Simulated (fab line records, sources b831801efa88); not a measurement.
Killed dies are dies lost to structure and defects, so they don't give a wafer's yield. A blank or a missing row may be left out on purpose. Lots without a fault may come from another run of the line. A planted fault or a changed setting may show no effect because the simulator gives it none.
A struck lot beside a sound one | flow sky130 | 14 steps out of a route of 708
Sound: wafers L482.1, L482.4, L482.5. Struck: wafers L485.1, L485.3, L485.6. The cause comes at the end.
At each step with rows: each side's tool, then ch and its chambers, then its first start. Under that, the readings that differ: sound wafers | struck wafers | difference of the means | sigmas: that difference in standard deviations of wafers without a fault.
alike: readings whose means differ by less than 2 such deviations, and words and numbers that are the same on both sides. not compared: withheld readings, readings that some wafer has no value for, bounds like >300 that may hide the same value, and numbers for which the record gives no deviation and whose values overlap.
The two part at a step that has a row with sigmas, a row that says differs or no value, or rows on one side only. Numbers that don't overlap but have no deviation are shown without sigmas and don't part them. A reading that every wafer of one side lacks parts them only if that side has two wafers or more.

first, 4 steps without rows for these wafers: SKY_METAL5_SOFTBAKE_10 (time 60 s); SKY_METAL5_EXPOSE_11 (exposes mask MM5, target cd 1600 nm); SKY_METAL5_PEB_12; SKY_METAL5_DEVELOP_13 (develop time 60 s).
SKY_METAL5_DESCUM_14: chemistry O2, time 11 s.
  sound on rie_metal-04 ch 0,1, day 45 17:19; struck on rie_metal-03 ch 0,1, day 46 07:34
  alike: drypump_motor_current_A, oes_product_au
  not compared: rf_hours_counter_h
SKY_METAL5_METAL_ETCH_15: etches the open film in Cl2/BCl3, stops on SiO2, target depth 1260 nm, time 252 s.
  sound on rie_metal-04 ch 0,1, day 45 17:21; struck on rie_metal-03 ch 0,1, day 46 07:36
  alike: bcl3_flow_sccm, drypump_motor_current_A, oes_product_au, throttle_valve_pct
  not compared: rf_hours_counter_h
SKY_METAL5_STRIP_16: strips in O2/N2.
  sound on plasma_asher-03 ch 0,1, day 45 17:35; struck on plasma_asher-04 ch 0,1, day 46 07:50
  alike: drypump_motor_current_A, n2_flow_sccm, oes_product_au, strip_time_to_endpoint_s
  not compared: rf_hours_counter_h
then, 3 steps without rows for these wafers: SKY_METAL5_STRIP_17 (strips in post etch residue remover, time 1200 s); SKY_METAL5_CLEAN_18 (cleans in IPA, time 180 s); SKY_METAL5_CLEAN_19 (cleans in O3/DIW).
SKY_PASSIVATION_CVD_00: deposits SiO2, target thk 90 nm.
  sound on pecvd-01 ch 0,1, day 45 18:13; struck on pecvd-03 ch 1,2, day 46 08:32
  alike: heater_power_outer_w, heater_power_w
SKY_PASSIVATION_THK_MEAS_01:
  sound on film_metro-01, day 45 18:14; struck on film_metro-03, day 46 08:34
  alike: PASSIVATION_CVD_00_THK
SKY_PASSIVATION_CVD_02: deposits Si3N4, target thk 540 nm.
  sound on pecvd-03 ch 0,1,2, day 45 18:18; struck on pecvd-01 ch 1,2, day 46 08:37
  no value came back on the struck wafers for heater_power_outer_w (W), heater_power_w (W); on the sound wafers heater_power_outer_w (W) reads 341 404 375
SKY_PAD_OPEN_PROBE_99:
  the record has rows for the sound wafers here (prober-01, day 47 14:17) and none for the struck ones

WHERE THEY PART
First at SKY_PASSIVATION_CVD_02; last, within this record, at SKY_PAD_OPEN_PROBE_99.

WHY: what the simulator had put in
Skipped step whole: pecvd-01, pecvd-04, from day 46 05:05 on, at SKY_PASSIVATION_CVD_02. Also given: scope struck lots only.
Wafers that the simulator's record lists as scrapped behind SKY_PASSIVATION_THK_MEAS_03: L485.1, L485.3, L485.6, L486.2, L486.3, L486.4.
